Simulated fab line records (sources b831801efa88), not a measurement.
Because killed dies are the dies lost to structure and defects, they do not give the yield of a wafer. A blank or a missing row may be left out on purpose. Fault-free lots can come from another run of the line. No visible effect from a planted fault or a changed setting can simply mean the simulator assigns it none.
Comparing a struck lot with a sound one | flow sky130 | 21 steps out of a route of 708
Sound: wafers L590.1, L590.2, L590.3. Wafers L597.3, L597.4, L597.6 were the ones struck. The cause is named last.
Each step with rows lists, per side, the tool, then ch with its chambers, then its first start. Under that, the readings that differ: sound wafers | struck wafers | difference of the means | sigmas: that difference in standard deviations of wafers without a fault.
alike: same words and numbers on both sides, and readings whose means sit less than 2 such deviations apart. not compared: any withheld reading, any reading some wafer has no value for, any bound like >300 that may hide the same value, and any number with overlapping values for which the record gives no deviation.
The two part at a step that has a row with sigmas, a row that says differs or no value, or rows on one side only. Numbers that have no deviation but don't overlap get no sigmas and don't part them. A reading that every wafer of one side lacks parts them only if that side has two wafers or more.

SKY_SD_N_RS_MEAS_17: uses a four-point probe to measure.
  sound on film-metro-01 at day 29 20:47; struck on film-metro-03 at day 32 05:01
  alike: SD_P_RS
SKY_SD_N_RS_MEAS_18: uses a four-point probe to measure.
  sound on film-metro-01 at day 29 20:54; struck on film-metro-03 at day 32 05:08
  alike: RES_XHIGH_RS
then, 2 steps without rows for these wafers: SKY_SALICIDE_CLEAN_00 (cleans in HF-last, time 30 s); SKY_LI_CONTACT_HDPCVD_00 (deposits PSG, target thk 930 nm, time 155 s).
SKY_LI_CONTACT_THK_MEAS_01:
  sound on film-metro-02 at day 29 21:09; struck on film-metro-02 at day 32 05:22
  alike: LI_CONTACT_HDPCVD_THK
SKY_LI_CONTACT_CMP_02: polishes PSG.
  sound on cmp-02 ch 1,2,3, day 29 21:13; struck on cmp-01 ch 0,2,3, day 32 05:24
  reading                | sound          | struck         | difference | sigmas
  time-to-endpoint-s (s) | 33.8 33.4 33.1 | 28.5 29.2 28.6 | -4.7       | -2
  alike: motor-current-A, platen-rpm
SKY_LI_CONTACT_BOW_MEAS_03:
  sound on film-metro-01 at day 29 21:31; struck on film-metro-02 at day 32 05:44
  alike: LI_CONTACT_BOW
then, 5 steps without rows for these wafers: SKY_LI_CONTACT_DEHYDRATE_04 (time 60 s); SKY_LI_CONTACT_HMDS_05 (prime time 60 s); SKY_LI_CONTACT_COAT_06 (resist thk 60 nm); SKY_LI_CONTACT_COAT_07 (resist thk 450 nm); SKY_LI_CONTACT_SOFTBAKE_08 (time 90 s).
SKY_LI_CONTACT_EXPOSE_09: exposes mask LICM1, target cd 170 nm.
  sound on krf-scanner-02 ch 0, day 30 12:44; struck on krf-scanner-01 ch 0, day 32 20:08
  reading | sound                   | struck                           | difference | sigmas
  mask    | LICM1#0 LICM1#0 LICM1#0 | LICM1_R1#0 LICM1_R1#0 LICM1_R1#0 | differs    |
then, 2 steps without rows for these wafers: SKY_LI_CONTACT_PEB_10; SKY_LI_CONTACT_DEVELOP_11 (develop time 60 s).
SKY_LI_CONTACT_CD_MEAS_12 targets a cd of 170 nm.
  sound on cd-sem-01 at day 31 02:47; struck on cd-sem-01 at day 33 09:07
  reading    | sound             | struck            | difference | sigmas
  cd-nm (nm) | 169.7 171.6 170.8 | 135.3 135.5 134.2 | -35.7      | -20
SKY_LI_CONTACT_OVL_MEAS_13:
  sound on overlay-02 at day 31 02:54; struck on overlay-01 at day 33 09:12
  alike: LI_CONTACT_OVL
SKY_LI_CONTACT_ETCH_14: etches BARC in N2/H2, stops on SiO2, time 45.9 s, target depth 60 nm.
  sound on rie-diel-02 ch 0,1,2, day 31 02:56; struck on rie-diel-02 ch 0,1,3, day 33 09:13
  reading                     | sound           | struck            | difference | sigmas
  model.LI_CONTACT.cd-nm (nm) | 169.7 171 171.1 | 134.9 135.3 134.5 | -35.7      |
  alike: drypump-motor-current-A, oes-product-au, throttle-valve-pct
  not compared: rf-hours-counter-h
SKY_LI_CONTACT_ETCH_15: etches PSG in C4F8/O2/Ar, stops on Si, target depth 600 nm.
  sound on rie-diel-02 ch 0,1,2, day 31 02:59; struck on rie-diel-02 ch 0,1,3, day 33 09:16
  reading                     | sound             | struck            | difference | sigmas
  model.LI_CONTACT.cd-nm (nm) | 169.4 171.3 170.9 | 135.1 135.6 134.4 | -35.5      |
  alike: oes-product-au
SKY_LI_CONTACT_STRIP_16: strips in O2/N2.
  sound on plasma-asher-02 ch 0,1, day 31 03:04; struck on plasma-asher-02 ch 0,1, day 33 09:23
  alike: drypump-motor-current-A, oes-product-au, strip-time-to-endpoint-s
  not compared: rf-hours-counter-h
-- record jumps: 16 days separate the struck wafers' starts on either side; left off in module LI_CONTACT, taken up again in module PAD_OPEN, whose first shown step is the route's number 708 --
SKY_PAD_OPEN_PROBE_99:
  only the struck wafers here have rows in the record (prober-01, day 49 04:50); the sound ones have none

== WHERE THEY PART ==
First at SKY_LI_CONTACT_CMP_02; last, within this record, at SKY_PAD_OPEN_PROBE_99.

WHY: what the simulator had put in
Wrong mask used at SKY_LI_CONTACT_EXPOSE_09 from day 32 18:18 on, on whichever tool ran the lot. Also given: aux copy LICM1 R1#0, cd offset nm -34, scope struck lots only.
